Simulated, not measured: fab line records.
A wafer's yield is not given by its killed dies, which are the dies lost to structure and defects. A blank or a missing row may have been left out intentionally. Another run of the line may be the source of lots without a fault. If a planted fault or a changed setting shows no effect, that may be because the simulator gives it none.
Which tool is to blame? :: flow gf180mcu :: Sampling: 11 lots, 33 wafers, 5 of 602 route steps

WHAT EACH GAUGE READ, for each wafer
GF_HV_LDD_CD_MEAS_46: the cd target is 400 nm.
lot: L587
measured: day 12 14:09
on: cd sem-02
cd nm (nm): 400.1 402.2 398.3

lot: L589
measured: day 12 21:40
on: cd sem-02
cd nm (nm): 400.4 400.6 401.8

lot: L590
measured: day 13 15:54
on: cd sem-01
cd nm (nm): 401.8 402.7 400.0

lot: L591
measured: day 14 03:03
on: cd sem-01
cd nm (nm): 397.4 395.9 397.4

lot: L592
measured: day 14 08:57
on: cd sem-01
cd nm (nm): 400.1 399.3 401.5

lot: L594
measured: day 14 17:57
on: cd sem-01
cd nm (nm): 402.4 401.6 402.1

lot: L593
measured: day 14 20:49
on: cd sem-01
cd nm (nm): 397.5 401.0 400.1

lot: L596
measured: day 15 15:52
on: cd sem-02
cd nm (nm): 405.7 406.3 407.3

lot: L597
measured: day 15 22:50
on: cd sem-01
cd nm (nm): 401.2 400.6 402.7

lot: L601
measured: day 16 22:44
on: cd sem-01
cd nm (nm): 395.8 395.7 395.1

lot: L608
measured: day 19 07:19
on: cd sem-02
cd nm (nm): 403.7 406.2 403.2

GF_HV_LDD_THK_MEAS_57.
lot: L587
measured: day 12 17:22
on: film metro-02
HV_LDD_CVD_56_THK (nm): 89.6 88.8 88.6

lot: L589
measured: day 13 01:28
on: film metro-01
HV_LDD_CVD_56_THK (nm): 91.0 91.3 91.4

lot: L590
measured: day 13 19:07
on: film metro-02
HV_LDD_CVD_56_THK (nm): 89.2 89.7 89.6

lot: L591
measured: day 14 06:16
on: film metro-02
HV_LDD_CVD_56_THK (nm): 89.1 89.8 90.0

lot: L592
measured: day 14 12:17
on: film metro-01
HV_LDD_CVD_56_THK (nm): 89.7 89.0 89.6

lot: L594
measured: day 14 21:10
on: film metro-04
HV_LDD_CVD_56_THK (nm): 88.9 89.2 89.1

lot: L593
measured: day 15 00:01
on: film metro-01
HV_LDD_CVD_56_THK (nm): 90.3 89.8 89.6

lot: L596
measured: day 15 19:22
on: film metro-02
HV_LDD_CVD_56_THK (nm): 91.9 91.2 91.0

lot: L597
measured: day 16 02:02
on: film metro-01
HV_LDD_CVD_56_THK (nm): 88.9 89.2 89.9

lot: L601
measured: day 17 01:56
on: film metro-02
HV_LDD_CVD_56_THK (nm): 86.6 86.2 86.8

lot: L608
measured: day 19 10:31
on: film metro-02
HV_LDD_CVD_56_THK (nm): 89.7 89.2 90.0

GF_NSD_TW_MEAS_12.
lot: L587
measured: day 13 14:00
on: film metro-01
NSD_TW: 4319 4281 4325

lot: L589
measured: day 13 22:28
on: film metro-01
NSD_TW: 4286 4285 4297

lot: L590
measured: day 14 15:20
on: film metro-01
NSD_TW: 4298 4286 4285

lot: L591
measured: day 15 03:25
on: film metro-02
NSD_TW: 4160 4180 4155

lot: L592
measured: day 15 09:54
on: film metro-03
NSD_TW: 4263 4267 4254

lot: L594
measured: day 15 18:21
on: film metro-02
NSD_TW: 4171 4165 4152

lot: L593
measured: day 15 22:48
on: film metro-03
NSD_TW: 4246 4267 4242

lot: L596
measured: day 16 18:14
on: film metro-02
NSD_TW: 4142 4147 4166

lot: L597
measured: day 17 00:50
on: film metro-02
NSD_TW: 4141 4177 4168

lot: L601
measured: day 18 01:42
on: film metro-02
NSD_TW: 4177 4189 4198

lot: L608
measured: day 20 11:07
on: film metro-03
NSD_TW: 4330 4291 4320

EACH LOT AND THE TOOL THAT RAN IT (in order: tool; ch and the chambers of the sampled wafers; start)
lot: L587
GF_HV_LDD_CVD_56: lpcvd-02 ch 0, day 12 15:56
GF_HV_LDD_ETCHBACK_58: rie diel-02 ch 0,2, day 12 17:25

lot: L589
GF_HV_LDD_CVD_56: lpcvd-02 ch 0, day 13 00:01
GF_HV_LDD_ETCHBACK_58: rie diel-02 ch 1,3, day 13 01:31

lot: L590
GF_HV_LDD_CVD_56: lpcvd-01 ch 0, day 13 17:41
GF_HV_LDD_ETCHBACK_58: rie diel-02 ch 0,1, day 13 19:10

lot: L591
GF_HV_LDD_CVD_56: lpcvd-01 ch 1, day 14 04:49
GF_HV_LDD_ETCHBACK_58: rie diel-03 ch 0,1, day 14 06:19

lot: L592
GF_HV_LDD_CVD_56: lpcvd-02 ch 1, day 14 10:52
GF_HV_LDD_ETCHBACK_58: rie diel-02 ch 0,1,3, day 14 12:21

lot: L594
GF_HV_LDD_CVD_56: lpcvd-02 ch 0, day 14 19:44
GF_HV_LDD_ETCHBACK_58: rie diel-03 ch 0,1,3, day 14 21:14

lot: L593
GF_HV_LDD_CVD_56: lpcvd-02 ch 1, day 14 22:34
GF_HV_LDD_ETCHBACK_58: rie diel-01 ch 1,2,3, day 15 00:04

lot: L596
GF_HV_LDD_CVD_56: lpcvd-01 ch 1, day 15 17:56
GF_HV_LDD_ETCHBACK_58: rie diel-01 ch 0,1,3, day 15 19:25

lot: L597
GF_HV_LDD_CVD_56: lpcvd-02 ch 0, day 16 00:37
GF_HV_LDD_ETCHBACK_58: rie diel-03 ch 1,2, day 16 02:06

lot: L601
GF_HV_LDD_CVD_56: lpcvd-01 ch 1, day 17 00:29
GF_HV_LDD_ETCHBACK_58: rie diel-01 ch 0,1,2, day 17 01:58

lot: L608
GF_HV_LDD_CVD_56: lpcvd-02 ch 1, day 19 09:05
GF_HV_LDD_ETCHBACK_58: rie diel-03 ch 0,1,3, day 19 10:34
- GF_HV_LDD_CVD_56: deposits Si3N4 from DCS/NH3, target thk 90 nm, time 1543 s.
- GF_HV_LDD_ETCHBACK_58: etches Si3N4 in CH3F/O2, stops on SiO2, time 100 s, target depth 90 nm.

WHAT THE TOOLS THEMSELVES READ (means of the sampled wafers that have a number; where no wafer has one, the mark that the record gives instead)
GF_HV_LDD_CVD_56.
lot: L587
tool: lpcvd-02
susceptor temp C (C): 770.1
zone power centre pct (%): 11.3

lot: L589
tool: lpcvd-02
susceptor temp C (C): 769.9
zone power centre pct (%): 11.3

lot: L590
tool: lpcvd-01
susceptor temp C (C): 769.9
zone power centre pct (%): 14.5

lot: L591
tool: lpcvd-01
susceptor temp C (C): 769.6
zone power centre pct (%): 13.7

lot: L592
tool: lpcvd-02
susceptor temp C (C): 770.3
zone power centre pct (%): 12.1

lot: L594
tool: lpcvd-02
susceptor temp C (C): 769.8
zone power centre pct (%): 11.4

lot: L593
tool: lpcvd-02
susceptor temp C (C): 769.9
zone power centre pct (%): 12.0

lot: L596
tool: lpcvd-01
susceptor temp C (C): 770.0
zone power centre pct (%): 13.9

lot: L597
tool: lpcvd-02
susceptor temp C (C): 770.1
zone power centre pct (%): 11.3

lot: L601
tool: lpcvd-01
susceptor temp C (C): 768.7
zone power centre pct (%): 13.8

lot: L608
tool: lpcvd-02
susceptor temp C (C): 770.3
zone power centre pct (%): 12.1

GF_HV_LDD_ETCHBACK_58.
lot: L587
tool: rie diel-02
O2_flow_sccm (sccm): 30.09
drypump motor current A (A): 5.7
oes product au (a.u.): 0.842
rf fwd power W (W): 396.5
throttle valve pct (%): 10.559

lot: L589
tool: rie diel-02
O2_flow_sccm (sccm): 30.02
drypump motor current A (A): 6.1
oes product au (a.u.): 0.852
rf fwd power W (W): 397.6
throttle valve pct (%): 10.558

lot: L590
tool: rie diel-02
O2_flow_sccm (sccm): 29.99
drypump motor current A (A): 6.5
oes product au (a.u.): 0.837
rf fwd power W (W): 397.1
throttle valve pct (%): 10.560

lot: L591
tool: rie diel-03
O2_flow_sccm (sccm): 30.05
drypump motor current A (A): 5.6
oes product au (a.u.): 0.843
rf fwd power W (W): 396.3
throttle valve pct (%): 10.553

lot: L592
tool: rie diel-02
O2_flow_sccm (sccm): 30.02
drypump motor current A (A): 6.3
oes product au (a.u.): 0.839
rf fwd power W (W): 396.7
throttle valve pct (%): 10.565

lot: L594
tool: rie diel-03
O2_flow_sccm (sccm): 30.05
drypump motor current A (A): 6.0
oes product au (a.u.): 0.836
rf fwd power W (W): 397.5
throttle valve pct (%): 10.573

lot: L593
tool: rie diel-01
O2_flow_sccm (sccm): 29.98
drypump motor current A (A): 5.2
oes product au (a.u.): 0.839
rf fwd power W (W): 397.5
throttle valve pct (%): 10.567

lot: L596
tool: rie diel-01
O2_flow_sccm (sccm): 29.96
drypump motor current A (A): 5.5
oes product au (a.u.): 0.847
rf fwd power W (W): 395.6
throttle valve pct (%): 10.565

lot: L597
tool: rie diel-03
O2_flow_sccm (sccm): 30.01
drypump motor current A (A): 5.6
oes product au (a.u.): 0.843
rf fwd power W (W): 397.9
throttle valve pct (%): 10.556

lot: L601
tool: rie diel-01
O2_flow_sccm (sccm): 30.08
drypump motor current A (A): 5.5
oes product au (a.u.): 0.823
rf fwd power W (W): 397.1
throttle valve pct (%): 10.564

lot: L608
tool: rie diel-03
O2_flow_sccm (sccm): 30.02
drypump motor current A (A): 6.0
oes product au (a.u.): 0.842
rf fwd power W (W): 398.3
throttle valve pct (%): 10.560

THE ANSWER, worked out from the rows above alone
Rule: the usual values come from the lots themselves. Put in order of their means at a reading, lots are off if they are a third of the lots or fewer, leave a main group of 4 or more, and stand apart from it by a gap of 3 or more times the standard deviation of the main group's means; of several such gaps the widest counts. A main group whose means are all the same, to the digits that the tables above print for the reading, isn't used. Also off: a lot with no number at a reading for which 4 or more lots have one. The other lots that the step has rows for count as sound. Order of review: gauges by route order, followed by the tools' own readings, for which a lot's mean as printed above is used. At the first step where some lot is off, the reading lying furthest off is the one used; lots without a number count as furthest.
Off: L601, at GF_HV_LDD_THK_MEAS_57 (HV_LDD_CVD_56_THK). The main group: mean 89.8 nm, standard deviation 0.79.
If a tool, at a process step before that reading, ran all the lots that are off and no sound lot after the first of them, it fits. Not tried: the gauges at GF_HV_LDD_THK_MEAS_57; whatever is off there is also off at GF_HV_LDD_CVD_56, on other tools, and gauge error can't account for it. One fits: GF_HV_LDD_CVD_56 on lpcvd-01. A fault onset in the window from L596 (day 15 17:56, its last sound lot) to L601 (day 17 00:29, its first lot off) fits.
The tool's own readings at GF_HV_LDD_CVD_56 bear it out: on the lots that are off they differ by more than 5 times the standard deviation of the sound lots' means. susceptor temp C reads 768.7 C there against 770.0 C on the sound lots.

WHAT THE SIMULATOR HAD INSERTED
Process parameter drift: lpcvd-01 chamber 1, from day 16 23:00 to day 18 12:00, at GF_HV_LDD_CVD_56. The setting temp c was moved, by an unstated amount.
Lots struck among those shown: L601. Same finding as the rule above.
